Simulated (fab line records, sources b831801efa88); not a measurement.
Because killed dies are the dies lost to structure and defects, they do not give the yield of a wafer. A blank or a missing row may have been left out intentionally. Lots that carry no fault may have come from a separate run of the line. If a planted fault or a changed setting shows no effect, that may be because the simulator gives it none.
fab line records -- flow sky130
record: lots: 13, wafers: 39, last_day: 50
route steps=708 shown METAL2@486 VIA2@508 PAD_OPEN@708
lots that met no fault: from a run of the same line without faults
start_h: start of the lot's first displayed wafer, in hours after the record's first day -- wait_h: hours since the lot's step before -- " repeats the value in the row above -- L1.1+2: several wafers, shown together as one row -- - no value, or no start was given -- * or withheld: withheld -- < > ~ a bound
route shown NAME@n: a module of which the file shows steps, and the number in the route of the first -- usual: mean/standard deviation of fault-free wafers -- same: alike in all rows -- chamber/n: place in a boat -- sites: the reading at each site -- _std_site: how widely they spread, as a standard deviation -- _edge_site: the outer-site mean with the inner-site mean subtracted -- radius_mm: for every site, how far away it sits from the centre of the wafer -- mask NAME#n: copy n -- behind: tool/chamber where the wafer was last shaped -- hold: reason for holding the lot/hours on hold/outcome of the hold -- device: names the non-switching transistor (n, p or np) -- end of line: the route-end tests of the same wafers -- where a step has no rows: the recipe by itself -- killed: count of dies lost to structure and defects at first sort (not the wafer's yield) -- map: dies across one wafer; x = killed, . = not, _ = none there
set.NAME: the setting that was run; set.NAME@STEP: the one run at that earlier step -- model.NAME: the simulator's own value behind a step, which no gauge read
the route's steps for a sample of lots (tables are steps, rows are wafers)
services: when a tool's chamber went out of use (start_h, in hours from the record's first day, below 0 if earlier), for how many hours, and the reason
== steps ==
step: SKY_METAL2_SPUTTER_03
recipe: material: Ti, target_thk_nm: 5, power_w: 3000, time_s: 3.3, chamber_pressure_pa: 0.4
usual: cathode_dc_power_W: 3000.0/0.54, chamber_pressure_pa: 0.3999/0.00079, throttle_valve_pct: 29.9/1.2
lot.wafer,tool,chamber,start_h,wait_h,cathode_dc_power_W,chamber_pressure_pa,throttle_valve_pct
L645.2,pvd_sputter-04,-,782.78,0.0,2999.5,0.3995,31.2
L645.3,pvd_sputter-04,-,782.78,0.0,2999.6,0.3993,28.5
L645.5,pvd_sputter-04,-,782.78,0.0,3000.3,0.4002,31.3
L647.1,pvd_sputter-01,-,805.18,0.0,3000.3,0.4017,27.7
L647.2,pvd_sputter-01,-,805.18,0.0,3001.3,0.4010,30.6
L647.3,pvd_sputter-01,-,805.18,0.0,2999.5,0.3998,29.9
L648.3,pvd_sputter-03,-,828.13,0.0,2999.9,0.3994,31.0
L648.5,pvd_sputter-03,-,828.13,0.0,3000.6,0.3985,30.8
L648.6,pvd_sputter-03,-,828.13,0.0,3000.5,0.3977,29.7
L649.2,pvd_sputter-01,-,832.02,0.0,3000.6,0.3994,30.6
L649.3,pvd_sputter-01,-,832.02,0.0,3000.4,0.3993,28.0
L649.5,pvd_sputter-01,-,832.02,0.0,2999.3,0.3994,29.7
L651.2,pvd_sputter-03,-,850.67,0.0,2999.9,0.4004,29.9
L651.3,pvd_sputter-03,-,850.67,0.0,3000.8,0.4005,30.6
L651.4,pvd_sputter-03,-,850.67,0.0,3000.1,0.3997,28.6
L655.2,pvd_sputter-01,-,884.73,0.0,3001.2,0.3995,28.0
L655.3,pvd_sputter-01,-,884.73,0.0,3000.2,0.4003,30.9
L655.5,pvd_sputter-01,-,884.73,0.0,3000.1,0.3994,29.7
L658.1,pvd_sputter-03,-,892.71,0.0,2999.3,0.4000,31.0
L658.4,pvd_sputter-03,-,892.71,0.0,2999.7,0.4001,30.1
L658.6,pvd_sputter-03,-,892.71,0.0,3000.3,0.3993,31.4
L657.4,pvd_sputter-04,-,894.15,0.0,3000.3,0.4001,28.4
L657.5,pvd_sputter-04,-,894.15,0.0,2999.7,0.3989,31.6
L657.6,pvd_sputter-04,-,894.15,0.0,2999.4,0.4006,28.7
L660.2,pvd_sputter-04,-,910.54,0.0,3000.3,0.3991,31.4
L660.3,pvd_sputter-04,-,910.54,0.0,2999.9,0.4009,28.5
L660.4,pvd_sputter-04,-,910.54,0.0,3000.5,0.4000,28.2
L662.1,pvd_sputter-01,-,921.72,0.0,2999.8,0.3987,27.9
L662.4,pvd_sputter-01,-,921.72,0.0,3000.1,0.4002,29.7
L662.6,pvd_sputter-01,-,921.72,0.0,3000.6,0.4013,29.9
L664.2,pvd_sputter-04,-,941.07,0.0,3000.1,0.3987,31.4
L664.4,pvd_sputter-04,-,941.07,0.0,3000.3,0.3991,31.5
L664.5,pvd_sputter-04,-,941.07,0.0,3001.2,0.3992,28.7
L666.1,pvd_sputter-04,-,949.78,0.0,3000.2,0.3996,31.4
L666.3,pvd_sputter-04,-,949.78,0.0,3000.6,0.4006,28.8
L666.4,pvd_sputter-04,-,949.78,0.0,3000.3,0.4024,28.1
L668.2,pvd_sputter-04,-,960.00,0.0,3000.1,0.3989,31.5
L668.5,pvd_sputter-04,-,960.00,0.0,3000.5,0.4004,31.4
L668.6,pvd_sputter-04,-,960.00,0.0,2999.3,0.3993,28.1
step: SKY_METAL2_THK_MEAS_06
recipe: thk_meas_gauge: xrf, reads: AlCu_of_METAL2_SPUTTER_02
usual: METAL2_ALCU_THK: 255/3.3
lot.wafer,tool,chamber,start_h,wait_h,METAL2_ALCU_THK[nm]
L645.2,film_metro-04,-,782.97,0.1,254
L645.3,film_metro-04,-,782.97,0.1,255
L645.5,film_metro-04,-,782.97,0.1,254
L647.1,film_metro-01,-,805.37,0.1,255
L647.2,film_metro-01,-,805.37,0.1,252
L647.3,film_metro-01,-,805.37,0.1,255
L648.3,film_metro-01,-,828.34,0.1,256
L648.5,film_metro-01,-,828.34,0.1,259
L648.6,film_metro-01,-,828.34,0.1,261
L649.2,film_metro-02,-,832.22,0.1,255
L649.3,film_metro-02,-,832.22,0.1,257
L649.5,film_metro-02,-,832.22,0.1,257
L651.2,film_metro-04,-,850.87,0.1,256
L651.3,film_metro-04,-,850.87,0.1,254
L651.4,film_metro-04,-,850.87,0.1,252
L655.2,film_metro-01,-,884.93,0.1,259
L655.3,film_metro-01,-,884.93,0.1,253
L655.5,film_metro-01,-,884.93,0.1,254
L658.1,film_metro-02,-,892.90,0.1,261
L658.4,film_metro-02,-,892.90,0.1,261
L658.6,film_metro-02,-,892.90,0.1,253
L657.4,film_metro-01,-,894.37,0.1,251
L657.5,film_metro-01,-,894.37,0.1,247
L657.6,film_metro-01,-,894.37,0.1,248
L660.2,film_metro-01,-,910.74,0.1,255
L660.3,film_metro-01,-,910.74,0.1,254
L660.4,film_metro-01,-,910.74,0.1,256
L662.1,film_metro-04,-,921.91,0.1,256
L662.4,film_metro-04,-,921.91,0.1,255
L662.6,film_metro-04,-,921.91,0.1,254
L664.2,film_metro-04,-,941.27,0.1,249
L664.4,film_metro-04,-,941.27,0.1,248
L664.5,film_metro-04,-,941.27,0.1,251
L666.1,film_metro-01,-,949.97,0.1,255
L666.3,film_metro-01,-,949.97,0.1,257
L666.4,film_metro-01,-,949.97,0.1,258
L668.2,film_metro-04,-,960.20,0.1,254
L668.5,film_metro-04,-,960.20,0.1,254
L668.6,film_metro-04,-,960.20,0.1,253
step: SKY_METAL2_COAT_10
recipe: resist: KrF-thick, spin_rpm: 3000, resist_thk_nm: 450
usual: spin_speed_rpm: 3000.1/1.8
lot.wafer,tool,chamber,start_h,wait_h,spin_speed_rpm
L645.2,litho_track-04,0,797,-,2994.5
L645.3,litho_track-04,0,797,-,2998.9
L645.5,litho_track-04,0,797,-,2996.8
L647.1,litho_track-02,0,819,-,3002.8
L647.2,litho_track-02,0,819,-,2999.5
L647.3,litho_track-02,0,819,-,3000.7
L648.3,litho_track-01,0,840,-,3000.1
L648.5,litho_track-01,0,840,-,3000.1
L648.6,litho_track-01,0,840,-,3000.7
L649.2,litho_track-01,0,845,-,3001.9
L649.3,litho_track-01,0,845,-,3000.1
L649.5,litho_track-01,0,845,-,3000.7
L651.2,litho_track-01,0,862,-,3001.6
L651.3,litho_track-01,0,862,-,2997.6
L651.4,litho_track-01,0,862,-,2999.9
L655.2,litho_track-04,0,896,-,3001.8
L655.3,litho_track-04,0,896,-,3001.2
L655.5,litho_track-04,0,897,-,3002.3
L658.1,litho_track-02,0,905,-,2939.1
L658.4,litho_track-02,0,905,-,2940.4
L658.6,litho_track-02,0,906,-,2941.5
L657.4,litho_track-01,0,906,-,3000.2
L657.5,litho_track-01,0,906,-,3001.5
L657.6,litho_track-01,0,906,-,2999.2
L660.2,litho_track-02,0,922,-,2940.0
L660.3,litho_track-02,0,922,-,2942.0
L660.4,litho_track-02,0,922,-,2936.9
L662.1,litho_track-04,0,934,-,3003.9
L662.4,litho_track-04,0,934,-,3003.1
L662.6,litho_track-04,0,934,-,3000.6
L664.2,litho_track-01,0,953,-,2996.9
L664.4,litho_track-01,0,953,-,2999.7
L664.5,litho_track-01,0,953,-,2999.4
L666.1,litho_track-01,0,962,-,3001.8
L666.3,litho_track-01,0,962,-,3000.9
L666.4,litho_track-01,0,962,-,3000.5
L668.2,litho_track-01,0,971,-,2999.7
L668.5,litho_track-01,0,971,-,3000.1
L668.6,litho_track-01,0,971,-,3002.2
step: SKY_VIA2_THK_MEAS_01
recipe: reads: SiO2_of_VIA2_HDPCVD_00
usual: VIA2_HDPCVD_THK: 1183/11
lot.wafer,tool,chamber,start_h,wait_h,VIA2_HDPCVD_THK[nm]
L645.2,film_metro-01,-,811.04,0.1,1162
L645.3,film_metro-01,-,811.04,0.1,1150
L645.5,film_metro-01,-,811.04,0.1,1165
L647.1,film_metro-04,-,833.46,0.1,1180
L647.2,film_metro-04,-,833.46,0.1,1181
L647.3,film_metro-04,-,833.46,0.1,1186
L648.3,film_metro-01,-,855.35,0.1,1168
L648.5,film_metro-01,-,855.35,0.1,1165
L648.6,film_metro-01,-,855.35,0.1,1200
L649.2,film_metro-01,-,859.74,0.1,1187
L649.3,film_metro-01,-,859.74,0.1,1179
L649.5,film_metro-01,-,859.74,0.1,1186
L651.2,film_metro-04,-,876.99,0.1,1204
L651.3,film_metro-04,-,876.99,0.1,1175
L651.4,film_metro-04,-,876.99,0.1,1193
L655.2,film_metro-04,-,911.33,0.1,1187
L655.3,film_metro-04,-,911.33,0.1,1191
L655.5,film_metro-04,-,911.33,0.1,1182
L658.1,film_metro-04,-,919.36,0.1,1198
L658.4,film_metro-04,-,919.36,0.1,1210
L658.6,film_metro-04,-,919.36,0.1,1206
L657.4,film_metro-01,-,919.80,0.0,1188
L657.5,film_metro-01,-,919.80,0.0,1181
L657.6,film_metro-01,-,919.80,0.0,1196
L660.2,film_metro-03,-,936.89,0.1,1171
L660.3,film_metro-03,-,936.89,0.1,1187
L660.4,film_metro-03,-,936.89,0.1,1186
L662.1,film_metro-04,-,947.67,0.1,1173
L662.4,film_metro-04,-,947.67,0.1,1180
L662.6,film_metro-04,-,947.67,0.1,1184
L664.2,film_metro-03,-,966.47,0.1,1171
L664.4,film_metro-03,-,966.47,0.1,1193
L664.5,film_metro-03,-,966.47,0.1,1177
L666.1,film_metro-04,-,975.01,0.1,1181
L666.3,film_metro-04,-,975.01,0.1,1181
L666.4,film_metro-04,-,975.01,0.1,1183
L668.2,film_metro-01,-,986.16,0.1,1166
L668.5,film_metro-01,-,986.16,0.1,1176
L668.6,film_metro-01,-,986.16,0.1,1171
step: SKY_PAD_OPEN_PROBE_99
usual: defect_limited_yield: 82.3/2, killed_at_M0_to_M3: 44/7.5, killed_at_M4_up: 2.9/1.8, killed_at_contacts: 24/5.1, killed_at_front_end: 16/4.7, killed_at_other: 0.3/0.46, killed_dies: 87/9.9, killed_on_rim: 17/4.5, killed_open: 47/8, killed_short: 39/6.3, sort_bin_3_pad_short: 0.8/0.43, sort_bin_5_function: 10.6/1.6, sort_bin_6_memory: 6.3/1.1, sort_n_pass: 405/9.9, sort_yield_pct: 82.3/2
same: gross_dies: 492, killed_at_back_side: 0, sort_bin_4_leakage[%]: 0, sort_bin_8_speed[%]: 0
lot.wafer,tool,chamber,start_h,wait_h,defect_limited_yield[%],killed_at_M0_to_M3,killed_at_M4_up,killed_at_contacts,killed_at_front_end,killed_at_other,killed_dies,killed_on_rim,killed_open,killed_short,sort_bin_3_pad_short[%],sort_bin_5_function[%],sort_bin_6_memory[%],sort_n_pass,sort_yield_pct[%]
L645.2,prober-01,-,1068.30,0.1,82.5,40,2,22,22,0,86,12,54,32,0.8,11.0,5.7,406,82.5
L645.3,prober-01,-,1068.35,0.2,84.8,31,4,26,14,0,75,13,37,38,0,10.0,5.3,417,84.8
L645.5,prober-01,-,1068.45,0.2,85.4,39,2,20,11,0,72,14,44,28,0.4,8.1,6.1,420,85.4
L647.1,prober-01,-,1085.50,0.1,81.5,47,2,25,17,0,91,19,52,39,0.8,12.2,5.5,401,81.5
L647.2,prober-01,-,1085.55,0.1,79.7,47,2,30,21,0,100,24,49,51,1.2,12.2,6.9,392,79.7
L647.3,prober-01,-,1085.60,0.2,81.7,42,0,28,19,1,90,18,50,40,1.0,12.0,5.3,402,81.7
L648.3,prober-02,-,1102.45,0.2,80.9,47,2,29,15,1,94,17,55,38,0.6,11.8,6.7,398,80.9
L648.5,prober-02,-,1102.55,0.2,84.6,47,2,18,9,0,76,18,39,36,0.6,9.1,5.7,416,84.6
L648.6,prober-02,-,1102.60,0.2,81.3,56,1,21,13,1,92,17,47,43,0.4,12.2,6.1,400,81.3
L649.2,prober-01,-,1103.75,0.1,83.9,48,1,18,11,1,79,11,35,43,0.4,9.3,6.3,413,83.9
L649.3,prober-01,-,1103.80,0.2,84.8,42,1,23,8,1,75,21,42,31,0.6,8.1,6.5,417,84.8
L649.5,prober-01,-,1103.90,0.2,79.1,60,3,23,16,1,103,23,49,53,1.2,13.2,6.5,389,79.1
L651.2,prober-02,-,1117.35,0.1,83.5,43,1,23,14,0,81,12,42,39,1.2,7.7,7.5,411,83.5
L651.3,prober-02,-,1117.40,0.2,85.4,34,2,23,13,0,72,11,38,34,0.8,8.5,5.3,420,85.4
L651.4,prober-02,-,1117.45,0.2,84.3,39,1,19,18,0,77,17,43,34,0.6,10.8,4.3,415,84.3
L655.2,prober-02,-,1145.30,0.1,81.3,39,0,28,25,0,92,20,63,29,0.6,9.1,8.9,400,81.3
L655.3,prober-02,-,1145.35,0.2,81.7,39,2,27,21,1,90,20,47,41,1.2,10.6,6.5,402,81.7
L655.5,prober-02,-,1145.45,0.2,81.5,46,3,17,25,0,91,27,53,34,0.4,12.2,5.9,401,81.5
L658.1,prober-02,-,1151.22,0.1,78.9,55,4,29,16,0,104,26,67,37,0.6,11.8,8.7,388,78.9
L658.4,prober-02,-,1151.37,0.2,82.7,48,0,26,11,0,85,14,51,34,1.0,11.4,4.9,407,82.7
L658.6,prober-02,-,1151.47,0.2,82.1,45,4,30,9,0,88,23,48,40,1.0,9.8,7.1,404,82.1
L657.4,prober-01,-,1153.47,0.2,81.5,42,3,21,24,1,91,18,43,46,1.2,10.4,6.9,401,81.5
L657.5,prober-01,-,1153.52,0.2,78.9,51,7,23,23,0,104,15,53,50,0.6,11.8,8.7,388,78.9
L657.6,prober-01,-,1153.57,0.2,85.4,41,1,16,14,0,72,15,35,37,0,9.6,5.1,420,85.4
L660.2,prober-02,-,1163.55,0.1,82.3,48,5,24,10,0,87,14,41,45,1.4,10.0,6.3,405,82.3
L660.3,prober-02,-,1163.60,0.2,82.1,52,7,19,10,0,88,19,59,29,1.0,11.4,5.5,404,82.1
L660.4,prober-02,-,1163.65,0.2,81.3,38,5,33,15,1,92,18,56,31,1.2,10.0,7.5,400,81.3
L662.1,prober-02,-,1173.88,0.1,78.0,56,0,33,19,0,108,10,65,42,0.6,13.4,7.9,384,78.0
L662.4,prober-02,-,1174.03,0.2,80.3,53,3,33,8,0,97,23,50,47,0.6,13.2,5.9,395,80.3
L662.6,prober-02,-,1174.13,0.2,81.3,50,1,31,9,1,92,25,58,34,0.8,12.2,5.7,400,81.3
L664.2,prober-02,-,1184.65,0.1,81.3,51,1,25,14,1,92,20,45,47,1.0,11.0,6.7,400,81.3
L664.4,prober-02,-,1184.75,0.2,86.4,33,3,21,8,2,67,11,39,28,0.6,9.8,3.3,425,86.4
L664.5,prober-02,-,1184.80,0.2,81.7,51,0,21,18,0,90,19,46,43,0.8,11.4,6.1,402,81.7
L666.1,prober-02,-,1192.30,0.1,84.1,49,2,15,12,0,78,13,37,41,1.2,8.5,6.1,414,84.1
L666.3,prober-02,-,1192.40,0.2,87.6,33,1,20,7,0,61,7,31,30,1.0,6.3,5.1,431,87.6
L666.4,prober-02,-,1192.45,0.2,81.5,51,4,27,9,0,91,17,57,34,0.4,11.2,6.9,401,81.5
L668.2,prober-02,-,1198.25,0.1,80.7,44,1,33,17,0,95,20,64,31,0.4,13.2,5.7,397,80.7
L668.5,prober-02,-,1198.40,0.2,80.7,53,1,18,22,1,95,20,54,40,0.8,11.0,7.5,397,80.7
L668.6,prober-02,-,1198.45,0.2,83.3,30,4,26,22,0,82,16,39,43,1.6,8.5,6.5,410,83.3
killed by level:class
L645.2 VIA1:geometric_particle:open=12 LI_CONTACT:geometric_particle:open=8 VIA3:geometric_particle:open=8 CONTACT:geometric_particle:short=6 FIELD_ISO:geometric_particle:short=5 POLY_GATE:geometric_particle:short=5 VIA2:geometric_particle:open=5 POLY_GATE:geometric_particle:open=4
L645.3 LI_CONTACT:geometric_particle:open=9 VIA1:geometric_particle:open=8 CONTACT:geometric_particle:short=7 VIA2:geometric_particle:open=7 CONTACT:geometric_particle:open=7 POLY_GATE:geometric_particle:short=6 FIELD_ISO:geometric_particle:short=4 METAL4:geometric_particle:short=4
L645.5 CONTACT:geometric_particle:open=13 VIA2:geometric_particle:open=9 VIA1:geometric_particle:short=5 VIA2:geometric_particle:short=5 VIA1:geometric_particle:open=4 FIELD_ISO:geometric_particle:open=3 POLY_GATE:geometric_particle:open=3 SPACER:geometric_particle:open=3
L647.1 VIA1:geometric_particle:open=10 CONTACT:geometric_particle:open=9 FIELD_ISO:geometric_particle:open=6 VIA2:geometric_particle:open=6 METAL1:geometric_particle:short=6 LI_CONTACT:geometric_particle:open=5 METAL1:geometric_particle:open=5 CONTACT:geometric_particle:short=5
L647.2 CONTACT:geometric_particle:open=10 VIA1:geometric_particle:open=8 LI_CONTACT:geometric_particle:open=7 VIA2:geometric_particle:short=7 FIELD_ISO:geometric_particle:short=6 METAL1:geometric_particle:short=6 LI_CONTACT:geometric_particle:short=5 VIA1:geometric_particle:short=5
L647.3 VIA1:geometric_particle:open=11 LOCAL_INTERCONNECT:geometric_particle:short=9 CONTACT:geometric_particle:open=8 VIA3:geometric_particle:open=8 CONTACT:geometric_particle:short=5 VIA2:geometric_particle:open=5 FIELD_ISO:geometric_particle:short=4 LI_CONTACT:geometric_particle:open=4
L648.3 LI_CONTACT:geometric_particle:open=10 CONTACT:geometric_particle:open=10 VIA1:geometric_particle:open=10 VIA2:geometric_particle:open=8 METAL2:geometric_particle:short=6 POLY_GATE:geometric_particle:short=5 VIA3:geometric_particle:open=5 FIELD_ISO:geometric_particle:open=4
L648.5 VIA1:geometric_particle:open=7 VIA2:geometric_particle:open=6 VIA2:geometric_particle:short=5 LI_CONTACT:geometric_particle:open=5 METAL2:geometric_particle:short=5 METAL1:geometric_particle:short=5 VIA1:geometric_particle:short=5 VIA3:geometric_particle:open=5
L648.6 VIA1:geometric_particle:open=16 METAL1:geometric_particle:short=9 METAL2:geometric_particle:short=8 LI_CONTACT:geometric_particle:open=7 CONTACT:geometric_particle:open=6 VIA3:geometric_particle:open=6 VIA1:geometric_particle:short=5 FIELD_ISO:geometric_particle:open=4
L649.2 VIA1:geometric_particle:short=11 VIA3:geometric_particle:open=8 VIA1:geometric_particle:open=7 METAL2:geometric_particle:short=7 CONTACT:geometric_particle:open=6 FIELD_ISO:geometric_particle:short=4 LI_CONTACT:geometric_particle:open=4 VIA2:geometric_particle:open=4
L649.3 VIA1:geometric_particle:open=12 CONTACT:geometric_particle:open=11 VIA2:geometric_particle:open=8 METAL1:geometric_particle:short=7 LI_CONTACT:geometric_particle:open=4 VIA1:geometric_particle:short=4 METAL2:geometric_particle:short=4 FIELD_ISO:geometric_particle:short=3
L649.5 VIA1:geometric_particle:open=14 METAL1:geometric_particle:short=8 VIA1:geometric_particle:short=8 VIA2:geometric_particle:open=8 VIA3:geometric_particle:open=7 FIELD_ISO:geometric_particle:short=6 LI_CONTACT:geometric_particle:open=6 METAL2:geometric_particle:short=5
L651.2 VIA1:geometric_particle:open=10 METAL2:geometric_particle:short=8 LI_CONTACT:geometric_particle:open=7 VIA2:geometric_particle:open=7 CONTACT:geometric_particle:open=6 FIELD_ISO:geometric_particle:open=5 LOCAL_INTERCONNECT:geometric_particle:short=5 FIELD_ISO:geometric_particle:short=4
L651.3 CONTACT:geometric_particle:open=10 LI_CONTACT:geometric_particle:open=5 VIA2:geometric_particle:open=5 FIELD_ISO:geometric_particle:open=4 VIA2:geometric_particle:short=4 VIA1:geometric_particle:open=4 METAL2:geometric_particle:short=4 VIA3:geometric_particle:short=4
L651.4 VIA1:geometric_particle:open=11 METAL2:geometric_particle:short=7 VIA3:geometric_particle:open=7 FIELD_ISO:geometric_particle:open=6 CONTACT:geometric_particle:open=6 FIELD_ISO:geometric_particle:short=5 LI_CONTACT:geometric_particle:short=5 POLY_GATE:geometric_particle:open=3
L655.2 VIA1:geometric_particle:open=14 CONTACT:geometric_particle:open=12 VIA3:geometric_particle:open=10 LI_CONTACT:geometric_particle:open=7 POLY_GATE:geometric_particle:short=6 SPACER:geometric_particle:open=6 POLY_GATE:geometric_particle:open=5 VIA2:geometric_particle:open=5
L655.3 CONTACT:geometric_particle:open=11 VIA1:geometric_particle:open=9 VIA3:geometric_particle:open=8 METAL1:geometric_particle:short=7 POLY_GATE:geometric_particle:open=6 LI_CONTACT:geometric_particle:open=6 FIELD_ISO:geometric_particle:short=5 LOCAL_INTERCONNECT:geometric_particle:short=4
L655.5 VIA1:geometric_particle:open=15 POLY_GATE:geometric_particle:open=9 VIA2:geometric_particle:open=7 VIA3:geometric_particle:open=7 LI_CONTACT:geometric_particle:open=6 CONTACT:geometric_particle:short=5 VIA1:geometric_particle:short=4 FIELD_ISO:geometric_particle:open=3
L658.1 VIA1:geometric_particle:open=20 CONTACT:geometric_particle:open=11 VIA2:geometric_particle:open=9 LI_CONTACT:geometric_particle:open=7 VIA3:geometric_particle:open=7 VIA3:geometric_particle:short=5 FIELD_ISO:geometric_particle:short=4 POLY_GATE:geometric_particle:short=4
L658.4 VIA1:geometric_particle:open=13 LI_CONTACT:geometric_particle:open=10 VIA3:geometric_particle:open=10 CONTACT:geometric_particle:open=7 FIELD_ISO:geometric_particle:short=5 VIA1:geometric_particle:short=5 CONTACT:geometric_particle:short=5 METAL1:geometric_particle:short=4
L658.6 CONTACT:geometric_particle:open=16 VIA1:geometric_particle:open=12 VIA2:geometric_particle:open=9 LOCAL_INTERCONNECT:geometric_particle:short=6 METAL1:geometric_particle:short=5 LI_CONTACT:geometric_particle:open=4 VIA1:geometric_particle:short=4 VIA2:geometric_particle:short=4
L657.4 VIA1:geometric_particle:open=9 CONTACT:geometric_particle:open=8 VIA2:geometric_particle:open=8 POLY_GATE:geometric_particle:short=7 POLY_GATE:geometric_particle:open=6 VIA1:geometric_particle:short=5 METAL1:geometric_particle:short=5 METAL2:geometric_particle:short=4
L657.5 VIA1:geometric_particle:open=14 METAL1:geometric_particle:short=10 CONTACT:geometric_particle:open=10 FIELD_ISO:geometric_particle:open=8 FIELD_ISO:geometric_particle:short=6 VIA1:geometric_particle:short=6 LI_CONTACT:geometric_particle:open=6 VIA2:geometric_particle:open=6
L657.6 METAL2:geometric_particle:short=7 METAL1:geometric_particle:short=7 VIA1:geometric_particle:open=6 VIA3:geometric_particle:open=5 POLY_GATE:geometric_particle:open=4 LI_CONTACT:geometric_particle:open=4 LOCAL_INTERCONNECT:geometric_particle:short=4 CONTACT:geometric_particle:open=4
L660.2 LOCAL_INTERCONNECT:geometric_particle:short=7 METAL1:geometric_particle:short=7 VIA1:geometric_particle:open=7 LI_CONTACT:geometric_particle:open=5 METAL3:geometric_particle:short=5 VIA3:geometric_particle:short=5 METAL1:geometric_particle:open=5 VIA2:geometric_particle:open=5
L660.3 VIA1:geometric_particle:open=13 LI_CONTACT:geometric_particle:open=8 VIA3:geometric_particle:open=8 VIA2:geometric_particle:open=7 METAL4:geometric_particle:short=5 CONTACT:geometric_particle:open=4 METAL1:geometric_particle:short=4 METAL3:geometric_particle:short=4
L660.4 CONTACT:geometric_particle:open=17 VIA3:geometric_particle:open=10 VIA1:geometric_particle:open=9 LOCAL_INTERCONNECT:geometric_particle:short=6 LI_CONTACT:geometric_particle:open=6 METAL1:geometric_particle:short=4 FIELD_ISO:geometric_particle:short=3 CONTACT:geometric_particle:short=3
L662.1 VIA1:geometric_particle:open=13 LI_CONTACT:geometric_particle:open=11 CONTACT:geometric_particle:open=10 VIA3:geometric_particle:open=8 VIA2:geometric_particle:open=7 VIA1:geometric_particle:short=6 LOCAL_INTERCONNECT:geometric_particle:short=6 METAL2:geometric_particle:short=6
L662.4 VIA1:geometric_particle:open=12 LI_CONTACT:geometric_particle:open=9 CONTACT:geometric_particle:open=9 METAL1:geometric_particle:short=7 VIA1:geometric_particle:short=7 LI_CONTACT:geometric_particle:short=6 VIA3:geometric_particle:open=6 METAL2:geometric_particle:short=6
L662.6 VIA1:geometric_particle:open=12 LI_CONTACT:geometric_particle:open=11 CONTACT:geometric_particle:open=9 LOCAL_INTERCONNECT:geometric_particle:short=6 VIA3:geometric_particle:open=6 METAL2:geometric_particle:short=5 VIA2:geometric_particle:open=5 METAL3:geometric_particle:short=5
L664.2 VIA2:geometric_particle:open=11 LI_CONTACT:geometric_particle:open=9 VIA3:geometric_particle:open=9 CONTACT:geometric_particle:short=7 VIA1:geometric_particle:open=6 METAL3:geometric_particle:short=5 VIA3:geometric_particle:short=5 FIELD_ISO:geometric_particle:short=4
L664.4 CONTACT:geometric_particle:open=12 METAL1:geometric_particle:short=8 VIA3:geometric_particle:open=6 METAL3:geometric_particle:short=5 VIA2:geometric_particle:open=4 LI_CONTACT:geometric_particle:open=4 FIELD_ISO:geometric_particle:open=3 VIA1:geometric_particle:open=3
L664.5 VIA2:geometric_particle:open=9 METAL1:geometric_particle:short=8 VIA3:geometric_particle:open=8 CONTACT:geometric_particle:open=7 VIA1:geometric_particle:open=7 VIA1:geometric_particle:short=7 LI_CONTACT:geometric_particle:open=6 FIELD_ISO:geometric_particle:open=5
L666.1 VIA1:geometric_particle:open=11 METAL2:geometric_particle:short=7 VIA2:geometric_particle:open=7 LI_CONTACT:geometric_particle:open=6 VIA3:geometric_particle:short=6 CONTACT:geometric_particle:short=5 VIA2:geometric_particle:short=4 METAL3:geometric_particle:short=4
L666.3 VIA2:geometric_particle:open=7 CONTACT:geometric_particle:open=6 CONTACT:geometric_particle:short=5 METAL2:geometric_particle:short=5 VIA1:geometric_particle:open=5 VIA3:geometric_particle:open=4 METAL1:geometric_particle:short=4 LI_CONTACT:geometric_particle:open=3
L666.4 CONTACT:geometric_particle:open=11 VIA1:geometric_particle:open=10 VIA3:geometric_particle:open=10 VIA2:geometric_particle:open=9 LI_CONTACT:geometric_particle:open=5 METAL2:geometric_particle:short=5 FIELD_ISO:geometric_particle:open=4 LI_CONTACT:geometric_particle:short=4
L668.2 VIA1:geometric_particle:open=17 CONTACT:geometric_particle:open=16 LI_CONTACT:geometric_particle:open=10 VIA3:geometric_particle:open=6 POLY_GATE:geometric_particle:short=5 POLY_GATE:geometric_particle:open=5 CONTACT:geometric_particle:short=5 VIA1:geometric_particle:short=5
L668.5 VIA1:geometric_particle:open=12 LI_CONTACT:geometric_particle:open=9 FIELD_ISO:geometric_particle:open=7 VIA2:geometric_particle:open=7 METAL1:geometric_particle:short=6 VIA3:geometric_particle:open=6 VIA2:geometric_particle:short=6 FIELD_ISO:geometric_particle:short=5
L668.6 FIELD_ISO:geometric_particle:short=9 LI_CONTACT:geometric_particle:open=9 CONTACT:geometric_particle:open=9 VIA2:geometric_particle:open=5 VIA1:geometric_particle:open=5 VIA3:geometric_particle:open=5 POLY_GATE:geometric_particle:short=4 METAL2:geometric_particle:short=4
== services ==
tool,chamber,start_h,hours,kind
pvd_sputter-01,-,789.80,9.3,repair
pvd_sputter-03,-,830.58,4.7,repair
pvd_sputter-01,-,836.60,7.2,repair
pvd_sputter-03,-,889.65,2.6,repair
pvd_sputter-03,-,919.19,7.1,repair
pvd_sputter-03,-,941.96,1.0,repair
pvd_sputter-03,-,945.83,4.2,repair
== key ==
first_sign: step: SKY_METAL2_COAT_10, reading: spin_speed_rpm, direction: down, sigmas: 33, usual: 3000.1, struck: 2940.0
effect none on later readings
met_at SKY_METAL2_COAT_10
struck_lots L658,L660
not_acting_at SKY_METAL2_SPUTTER_03,SKY_METAL2_THK_MEAS_06,SKY_VIA2_THK_MEAS_01
onset_between 819 905
fault: kind: process_parameter_drift, tool: litho_track-02, chamber: -, onset_h: 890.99, steps: SKY_METAL2_COAT_10, channel: spin_rpm, offset: -59.915, shape: step, end_h: 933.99, acts_in: these_recipes_only, stated: 3000
